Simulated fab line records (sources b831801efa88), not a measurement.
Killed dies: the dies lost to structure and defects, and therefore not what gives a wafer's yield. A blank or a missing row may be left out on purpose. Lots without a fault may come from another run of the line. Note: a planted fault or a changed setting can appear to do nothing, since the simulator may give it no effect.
Which tool did it? ; flow sky130 ; 12 lots with 36 wafers sampled at 3 steps, on a route of 708 steps

## WHAT THE GAUGES READ, wafer by wafer
SKY_VT_ADJUST_LVTN_OVL_MEAS_18.
lot;measured;on;VT_ADJUST_LVTN_01_OVL (nm)
L380;day 8 05:50;overlay-02;1.2 -0.6 -1.5
L382;day 8 18:11;overlay-01;1.7 1.2 0.9
L383;day 9 01:36;overlay-02;-0.1 -0.7 -1.2
L391;day 11 07:16;overlay-01;-1.1 0.6 0.1
L392;day 11 18:33;overlay-02;-0.6 0.1 -0.7
L393;day 12 02:46;overlay-01;-3.2 -1.9 -1.2
L394;day 12 08:13;overlay-02;-0.5 -0.2 -0.8
L396;day 13 02:00;overlay-02;-0.4 1.3 0.3
L397;day 13 08:07;overlay-01;1.3 2.3 1.9
L399;day 13 18:34;overlay-01;-1.7 -1.1 -1.6
L400;day 14 00:06;overlay-01;-0.1 1.4 -1.0
L401;day 14 06:05;overlay-02;-1.0 -1.4 -0.9

SKY_SONOS_ONO_THK_MEAS_01.
lot;measured;on;SONOS_ONO_OXIDATION_THK (nm)
L380;day 12 05:55;filmMetro-02;2.57 2.62 2.66
L382;day 12 16:08;filmMetro-01;2.53 2.65 2.60
L383;day 13 03:15;filmMetro-02;2.53 2.53 2.51
L391;day 15 18:22;filmMetro-04;2.56 2.52 2.53
L392;day 16 06:50;filmMetro-01;2.53 2.60 2.62
L393;day 16 17:41;filmMetro-04;2.55 2.54 2.50
L394;day 17 00:43;filmMetro-01;2.66 2.65 2.64
L396;day 17 19:02;filmMetro-04;2.58 2.56 2.65
L397;day 18 02:17;filmMetro-04;2.62 2.67 2.64
L399;day 18 18:25;filmMetro-04;2.71 2.69 2.68
L400;day 18 22:26;filmMetro-01;2.68 2.73 2.62
L401;day 19 03:37;filmMetro-02;2.61 2.59 2.70

## EACH LOT AND THE TOOL THAT RAN IT (in order: tool; ch and the chambers of the sampled wafers; start)
lot;SKY_VT_ADJUST_PCH_STRIP_09
L380;plasmaAsher-03 ch 0,1, day 11 00:46
L382;plasmaAsher-04 ch 0,1, day 11 12:58
L383;plasmaAsher-01 ch 0,1, day 11 23:05
L391;plasmaAsher-01 ch 0,1, day 14 13:31
L392;plasmaAsher-03 ch 1, day 15 00:17
L393;plasmaAsher-04 ch 0,1, day 15 09:25
L394;plasmaAsher-03 ch 0,1, day 15 16:44
L396;plasmaAsher-01 ch 0,1, day 16 11:40
L397;plasmaAsher-03 ch 0,1, day 16 18:35
L399;plasmaAsher-01 ch 1, day 17 07:38
L400;plasmaAsher-04 ch 0,1, day 17 11:58
L401;plasmaAsher-01 ch 0,1, day 17 19:19
- SKY_VT_ADJUST_PCH_STRIP_09: strips in O2/N2.

## AS READ BY THE TOOLS THEMSELVES (means over the sampled wafers that have a number; for cases with no such wafer, the mark the record gives instead)
SKY_VT_ADJUST_PCH_STRIP_09.
lot;tool;drypumpMotorCurrentA (A);oesProductAu (a.u.);stripTimeToEndpointS (s)
L380;plasmaAsher-03;5.2;0.720;36.74
L382;plasmaAsher-04;6.2;0.718;36.96
L383;plasmaAsher-01;6.0;0.725;36.95
L391;plasmaAsher-01;6.0;0.721;36.89
L392;plasmaAsher-03;5.3;0.718;36.89
L393;plasmaAsher-04;6.2;0.725;36.98
L394;plasmaAsher-03;5.3;0.717;36.93
L396;plasmaAsher-01;6.0;0.726;36.88
L397;plasmaAsher-03;5.3;0.724;36.84
L399;plasmaAsher-01;5.7;0.721;37.05
L400;plasmaAsher-04;5.9;0.726;36.96
L401;plasmaAsher-01;5.8;0.722;36.94

## THE ANSWER, worked out from the rows above alone
Rule: what is usual is taken from the lots themselves. Put in order of their means at a reading, lots are off if they are a third of the lots or fewer, leave a main group of 4 or more, and stand apart from it by a gap of 3 or more times the standard deviation of the main group's means; of several such gaps the widest counts. If all means in a main group match to the digits the tables above print for the reading, that group is not used. A lot without any number at a reading at which 4 lots or more have one is off too. Where the step has rows for the other lots, those lots are counted as sound. Order of review: gauges by route order, followed by the tools' own readings, for which a lot's mean as printed above is used. At the first step where some lot is off, the reading lying furthest off is the one used; lots without a number count as furthest.
No lot is off at any reading shown: from this, nothing can be told.

## WHAT WAS PUT IN BY THE SIMULATOR
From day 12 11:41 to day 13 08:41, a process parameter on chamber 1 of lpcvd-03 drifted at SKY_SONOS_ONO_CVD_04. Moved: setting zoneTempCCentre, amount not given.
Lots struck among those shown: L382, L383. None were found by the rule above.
